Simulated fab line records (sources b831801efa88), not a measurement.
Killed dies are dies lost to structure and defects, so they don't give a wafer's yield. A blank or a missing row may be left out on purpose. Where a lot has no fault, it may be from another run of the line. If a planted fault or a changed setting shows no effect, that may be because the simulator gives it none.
Which of the tools did it? | flow gf180mcu | 15 lots, 45 wafers sampled, at 4 steps of a route of 602

== WHAT THE GAUGES SHOWED, per wafer ==
GF_STI_THK_MEAS_02. Usual: STI_OXIDATION_THK gives 9.97 nm (standard deviation 0.18).
lot  | measured    | on            | STI_OXIDATION_THK (nm) | flag
L790 | day 1 16:53 | film_metro-04 | 10.09 10.00 10.12      |
L791 | day 1 21:44 | film_metro-04 | 9.75 9.72 9.90         |
L793 | day 2 07:31 | film_metro-02 | 9.98 9.95 9.85         |
L794 | day 2 15:47 | film_metro-04 | 10.02 10.03 10.10      |
L795 | day 2 20:57 | film_metro-02 | 9.61 9.71 9.81         |
L796 | day 2 23:52 | film_metro-03 | 10.01 10.14 10.07      |
L797 | day 3 04:04 | film_metro-04 | 10.06 9.97 9.84        |
L798 | day 3 08:31 | film_metro-03 | 10.21 10.20 10.12      |
L799 | day 3 14:10 | film_metro-04 | 10.29 9.96 10.23       |
L800 | day 3 19:12 | film_metro-04 | 10.05 9.87 10.02       |
L806 | day 5 00:31 | film_metro-03 | 9.70 9.76 9.84         |
L809 | day 5 15:34 | film_metro-02 | 9.68 9.81 9.91         |
L810 | day 5 20:31 | film_metro-02 | 10.29 10.40 10.36      |
L811 | day 6 01:31 | film_metro-03 | 9.96 10.04 10.13       |
L812 | day 6 06:50 | film_metro-04 | 9.72 9.72 9.63         |

GF_NSD_CD_MEAS_07: the cd target is 400 nm. Usual: cd_nm at 401.0 nm, with a standard deviation of 1.9.
lot  | measured     | on        | cd_nm (nm)        | flag
L790 | day 14 07:04 | cd_sem-01 | 404.1 403.3 401.9 |
L791 | day 14 18:29 | cd_sem-01 | 403.3 403.5 403.7 |
L793 | day 14 23:59 | cd_sem-01 | 400.5 402.8 400.9 |
L794 | day 15 10:25 | cd_sem-02 | 400.4 400.2 400.2 |
L795 | day 15 11:34 | cd_sem-01 | 400.8 402.1 403.8 |
L796 | day 16 00:53 | cd_sem-02 | 404.2 401.8 403.2 |
L797 | day 16 07:44 | cd_sem-02 | 402.2 402.6 403.4 |
L798 | day 16 19:47 | cd_sem-02 | 399.7 401.4 402.4 |
L799 | day 16 21:38 | cd_sem-01 | 397.5 399.9 398.3 |
L800 | day 17 06:59 | cd_sem-02 | 400.5 399.4 402.9 |
L806 | day 19 00:47 | cd_sem-02 | 401.3 402.4 402.7 |
L809 | day 20 08:38 | cd_sem-01 | 400.5 404.1 401.6 |
L810 | day 20 17:44 | cd_sem-02 | 400.5 401.5 400.7 |
L811 | day 20 20:59 | cd_sem-02 | 401.7 399.2 399.6 |
L812 | day 21 02:10 | cd_sem-02 | 397.7 399.2 397.0 |

== EACH LOT AND THE TOOL THAT RAN IT (in order: tool; ch and the chambers of the sampled wafers; start) ==
lot  | GF_LVPWELL_IMPLANT_09          | GF_HV_LDD_RTA_52
L790 | implanter-04 ch 0, day 4 07:34 | rtp_anneal-01 ch 0, day 13 07:25
L791 | implanter-04 ch 0, day 4 14:46 | rtp_anneal-01 ch 0, day 13 17:22
L793 | implanter-04 ch 0, day 4 19:18 | rtp_anneal-02 ch 0, day 13 23:37
L794 | implanter-03 ch 0, day 5 03:40 | rtp_anneal-02 ch 0, day 14 10:07
L795 | implanter-04 ch 0, day 5 09:37 | rtp_anneal-01 ch 0, day 14 12:07
L796 | implanter-04 ch 0, day 5 16:18 | rtp_anneal-02 ch 0, day 15 01:23
L797 | implanter-04 ch 0, day 5 18:39 | rtp_anneal-01 ch 0, day 15 07:13
L798 | implanter-02 ch 0, day 6 05:23 | rtp_anneal-02 ch 0, day 15 19:07
L799 | implanter-03 ch 0, day 6 06:39 | rtp_anneal-01 ch 0, day 15 19:14
L800 | implanter-04 ch 0, day 6 12:42 | rtp_anneal-01 ch 0, day 16 05:18
L806 | implanter-03 ch 0, day 7 19:23 | rtp_anneal-02 ch 0, day 17 22:01
L809 | implanter-02 ch 0, day 8 13:57 | rtp_anneal-02 ch 0, day 19 04:47
L810 | implanter-02 ch 0, day 8 21:03 | rtp_anneal-02 ch 0, day 19 14:55
L811 | implanter-03 ch 0, day 8 23:51 | rtp_anneal-01 ch 0, day 19 18:07
L812 | implanter-04 ch 0, day 9 05:10 | rtp_anneal-01 ch 0, day 20 00:13
- GF_LVPWELL_IMPLANT_09
- GF_HV_LDD_RTA_52: time 10 s.

== AS READ BY THE TOOLS THEMSELVES (means over the sampled wafers that have a number; for cases with no such wafer, the mark the record gives instead) ==
GF_LVPWELL_IMPLANT_09. Usual: beam_energy_keV 60.002, standard deviation 0.017; end_station_pressure_torr 5.02e-06 Torr, standard deviation 2.8e-07.
lot  | tool         | beam_energy_keV | end_station_pressure_torr (Torr) | flag
L790 | implanter-04 | 60.002          | 4.90e-06                         |
L791 | implanter-04 | 59.994          | 5.26e-06                         |
L793 | implanter-04 | 60.014          | 5.03e-06                         |
L794 | implanter-03 | 59.980          | 5.11e-06                         |
L795 | implanter-04 | 60.004          | 5.00e-06                         |
L796 | implanter-04 | 55.739          | 4.92e-06                         | OFF
L797 | implanter-04 | 55.726          | 5.02e-06                         | OFF
L798 | implanter-02 | 60.005          | 5.07e-06                         |
L799 | implanter-03 | 60.004          | 5.08e-06                         |
L800 | implanter-04 | 55.717          | 4.95e-06                         | OFF
L806 | implanter-03 | 60.004          | 5.23e-06                         |
L809 | implanter-02 | 60.020          | 4.88e-06                         |
L810 | implanter-02 | 59.996          | 4.92e-06                         |
L811 | implanter-03 | 59.983          | 4.96e-06                         |
L812 | implanter-04 | 60.014          | 5.25e-06                         |

GF_HV_LDD_RTA_52. Usual: lamp_power_pct 30.1 %, standard deviation 0.81; wafer_temp_C_max 1004.0, standard deviation 1.1.
lot  | tool          | lamp_power_pct (%) | wafer_temp_C_max | flag
L790 | rtp_anneal-01 | 29.4               | 1003.6           |
L791 | rtp_anneal-01 | 29.5               | 1004.2           |
L793 | rtp_anneal-02 | 31.0               | 1003.2           |
L794 | rtp_anneal-02 | 31.1               | 1003.4           |
L795 | rtp_anneal-01 | 29.4               | 1005.0           |
L796 | rtp_anneal-02 | 31.0               | 1003.6           |
L797 | rtp_anneal-01 | 29.4               | 1004.8           |
L798 | rtp_anneal-02 | 31.0               | 1003.5           |
L799 | rtp_anneal-01 | 29.4               | 1004.0           |
L800 | rtp_anneal-01 | 29.4               | 1004.7           |
L806 | rtp_anneal-02 | 31.0               | 1003.3           |
L809 | rtp_anneal-02 | 31.0               | 1003.0           |
L810 | rtp_anneal-02 | 31.0               | 1003.4           |
L811 | rtp_anneal-01 | 29.4               | 1004.4           |
L812 | rtp_anneal-01 | 29.4               | 1004.6           |

== THE ANSWER, worked out from the rows above alone ==
Rule: lot off if the mean of its wafers having a number is beyond 3 standard deviations from the usual mean. A lot without any number at a reading at which 4 lots or more have one is off too. Any other lot the step has rows for is counted as sound. After the gauges, taken in route order, come the tools' own readings; for these a lot's mean is taken, as printed above. At the first step where some lot is off, the reading lying furthest off is the one used; lots without a number count as furthest.
Off: L796, L797, L800 (GF_LVPWELL_IMPLANT_09, beam_energy_keV).
A tool fits if, at that step or a process step before it, it ran every lot that is off, and no sound lot after the first of them. None of those tried fits.

== WHAT THE SIMULATOR HAD INSERTED ==
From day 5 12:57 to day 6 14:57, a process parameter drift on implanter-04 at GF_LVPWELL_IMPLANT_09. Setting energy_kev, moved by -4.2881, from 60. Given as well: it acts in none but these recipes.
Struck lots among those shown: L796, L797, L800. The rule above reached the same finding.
